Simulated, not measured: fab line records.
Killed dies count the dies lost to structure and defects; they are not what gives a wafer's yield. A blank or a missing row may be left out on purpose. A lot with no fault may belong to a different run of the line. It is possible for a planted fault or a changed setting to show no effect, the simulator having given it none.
Chamber matching :: flow sky130 :: cmp-01 running SKY_CONTACT_CMP_27: 4 sister chambers
The step polishes, stops on SiO2, t overpolish 15 s, target thk 0 nm. 8 wafers are shown with their chamber, then 7 later ones without.

== WAFERS, EACH WITH ITS CHAMBER ==
wafer: L593.4
chamber: 0
motorCurrentA (A): 11.6
timeToEndpointS (s): 76

wafer: L594.5
chamber: 2
motorCurrentA (A): 10.1
timeToEndpointS (s): 84

wafer: L595.2
chamber: 3
motorCurrentA (A): 12.0
timeToEndpointS (s): 80

wafer: L598.1
chamber: 1
motorCurrentA (A): 12.4
timeToEndpointS (s): 84

wafer: L598.3
chamber: 2
motorCurrentA (A): 10.5
timeToEndpointS (s): 87

wafer: L598.5
chamber: 0
motorCurrentA (A): 11.4
timeToEndpointS (s): 81

wafer: L605.1
chamber: 1
motorCurrentA (A): 12.9
timeToEndpointS (s): 85

wafer: L605.2
chamber: 3
motorCurrentA (A): 12.4
timeToEndpointS (s): 75

== WAFERS WITHOUT THEIR CHAMBER ==
wafer: L605.5
motorCurrentA (A): 12.9
timeToEndpointS (s): 71

wafer: L607.2
motorCurrentA (A): 11.2
timeToEndpointS (s): 79

wafer: L607.3
motorCurrentA (A): 10.3
timeToEndpointS (s): 83

wafer: L607.6
motorCurrentA (A): 10.8
timeToEndpointS (s): 84

wafer: L613.1
motorCurrentA (A): 12.5
timeToEndpointS (s): 86

wafer: L613.5
motorCurrentA (A): 12.9
timeToEndpointS (s): 89

wafer: L613.6
motorCurrentA (A): 11.2
timeToEndpointS (s): 78

== CHAMBER TAKEN BY EACH ==
wafer: L605.5
from the rows above: can't be placed: 3 or 1
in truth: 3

wafer: L607.2
from the rows above: 0
in truth: 0

wafer: L607.3
from the rows above: 2
in truth: 2

wafer: L607.6
from the rows above: can't be placed: 2 or 0
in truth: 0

wafer: L613.1
from the rows above: 1
in truth: 1

wafer: L613.5
from the rows above: 1
in truth: 1

wafer: L613.6
from the rows above: 0
in truth: 0
Placed correctly: 5 of 7. Can't be placed from these rows: 2 (the true chamber is among the candidates in 2). Number placed wrongly: 0.
How it was worked out, from the rows above alone: a wafer's distance from a chamber is the root of the sum, over the readings, of the square of ((its reading less the chamber's mean) divided by the reading's scatter). If the next closest chamber is less than 2 further off than the closest, the wafer can't be placed; otherwise it belongs to the closest. Each chamber's mean is taken over the wafers shown for it. The scatter is the square root of a quotient: the sum, over the shown wafers, of each reading's squared deviation from its chamber's mean, divided by wafers minus chambers.
